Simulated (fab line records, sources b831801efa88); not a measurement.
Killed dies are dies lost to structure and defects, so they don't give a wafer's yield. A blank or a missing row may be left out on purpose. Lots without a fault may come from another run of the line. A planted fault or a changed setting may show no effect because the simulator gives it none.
Chamber matching | flow gf180mcu | GF_STI_CMP_25 on cmp-02: 4 sister chambers
The step polishes, stops on Si3N4, t overpolish 33 s, target thk 524.6 nm. 4 wafers are shown with their chamber, then 8 later ones without.

WAFERS WITH THEIR CHAMBER
wafer  | chamber | motor_current_A (A)
L804.2 | 2       | 12.2
L804.4 | 3       | 12.0
L804.6 | 1       | 12.8
L805.1 | 0       | 13.6

WAFERS WITHOUT THEIR CHAMBER
wafer  | motor_current_A (A)
L805.5 | 11.2
L805.6 | 11.9
L807.2 | 13.9
L807.4 | 11.6
L807.5 | 13.5
L808.2 | 11.6
L808.4 | 11.8
L808.5 | 14.1

WHICH CHAMBER EACH WENT THROUGH
wafer  | from the rows above          | in truth
L805.5 | can't be placed: 3 or 2 or 1 | 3
L805.6 | can't be placed: 3 or 2 or 1 | 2
L807.2 | can't be placed: 0 or 1      | 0
L807.4 | can't be placed: 3 or 2 or 1 | 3
L807.5 | can't be placed: 0 or 1      | 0
L808.2 | can't be placed: 3 or 2 or 1 | 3
L808.4 | can't be placed: 3 or 2 or 1 | 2
L808.5 | can't be placed: 0 or 1      | 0
Placed correctly: 0 of 8. Can't be placed from these rows: 8 (the true chamber is among the candidates in 8). Placed wrongly: 0.
How it was worked out, from the rows above alone: a wafer's distance from a chamber is the root of the sum, over the readings, of the square of ((its reading less the chamber's mean) divided by the reading's scatter). The wafer belongs to the nearest chamber; if the next one is less than 2 further off, it can't be placed. A chamber's mean is the mean of its shown wafers. The scatter: with one shown wafer a chamber, the root of the mean of the squares of how far each hidden wafer lies from its nearest shown one.
